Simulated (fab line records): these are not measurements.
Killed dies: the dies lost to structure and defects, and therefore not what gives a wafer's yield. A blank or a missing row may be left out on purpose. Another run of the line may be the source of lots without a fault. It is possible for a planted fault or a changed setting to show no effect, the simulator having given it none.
What tool caused it? / flow gf180mcu / at 1 step of a route of 602, 12 lots with 36 wafers sampled

WHAT EACH GAUGE READ, for each wafer
GF_M4_OVL_MEAS_15.
lot=L522; measured=day 23 09:22; on=overlay-01; M4_OVL (nm)=-11 -2 -2
lot=L523; measured=day 23 14:13; on=overlay-02; M4_OVL (nm)=-4 2 10
lot=L524; measured=day 24 03:19; on=overlay-01; M4_OVL (nm)=1 11 5
lot=L526; measured=day 25 02:59; on=overlay-02; M4_OVL (nm)=2 7 4
lot=L527; measured=day 25 05:37; on=overlay-02; M4_OVL (nm)=0 4 3
lot=L529; measured=day 26 03:19; on=overlay-01; M4_OVL (nm)=-10 -7 -19
lot=L530; measured=day 26 07:08; on=overlay-02; M4_OVL (nm)=-10 -4 2
lot=L532; measured=day 26 19:26; on=overlay-02; M4_OVL (nm)=9 10 1
lot=L538; measured=day 28 17:05; on=overlay-02; M4_OVL (nm)=0 4 7
lot=L539; measured=day 29 00:43; on=overlay-02; M4_OVL (nm)=-1 0 2
lot=L541; measured=day 29 10:58; on=overlay-01; M4_OVL (nm)=2 8 4
lot=L544; measured=day 30 10:55; on=overlay-01; M4_OVL (nm)=-9 -4 -5

TOOL THAT RAN EACH LOT (tool first, then ch and the chambers of the sampled wafers, then the start)
There is no process step in the record ahead of these readings.

AS READ BY THE TOOLS THEMSELVES (means over the sampled wafers that have a number; for cases with no such wafer, the mark the record gives instead)
The record holds no such reading with a usual standard deviation.

THE ANSWER, worked out from the rows above alone
Rule: the usual values come from the lots themselves. The widest of any qualifying gaps counts: lots, ordered by their means at a reading, are off when they make up no more than a third of the lots, leave a main group of 4 or more, and stand apart from it by 3 or more times the standard deviation of that group's means. A main group is skipped when, at the precision printed for the reading in the tables above, its means are all equal. Also off: a lot with no number at a reading for which 4 or more lots have one. Where the step has rows for the other lots, those lots are counted as sound. After the gauges, taken in route order, come the tools' own readings; for these a lot's mean is taken, as printed above. The first step at which some lot is off is used, and at that step the reading that is off furthest; a lot without a number counts as furthest.
No lot is off on any of the readings shown, so nothing can be concluded from this.

WHAT HAD BEEN PUT IN BY THE SIMULATOR
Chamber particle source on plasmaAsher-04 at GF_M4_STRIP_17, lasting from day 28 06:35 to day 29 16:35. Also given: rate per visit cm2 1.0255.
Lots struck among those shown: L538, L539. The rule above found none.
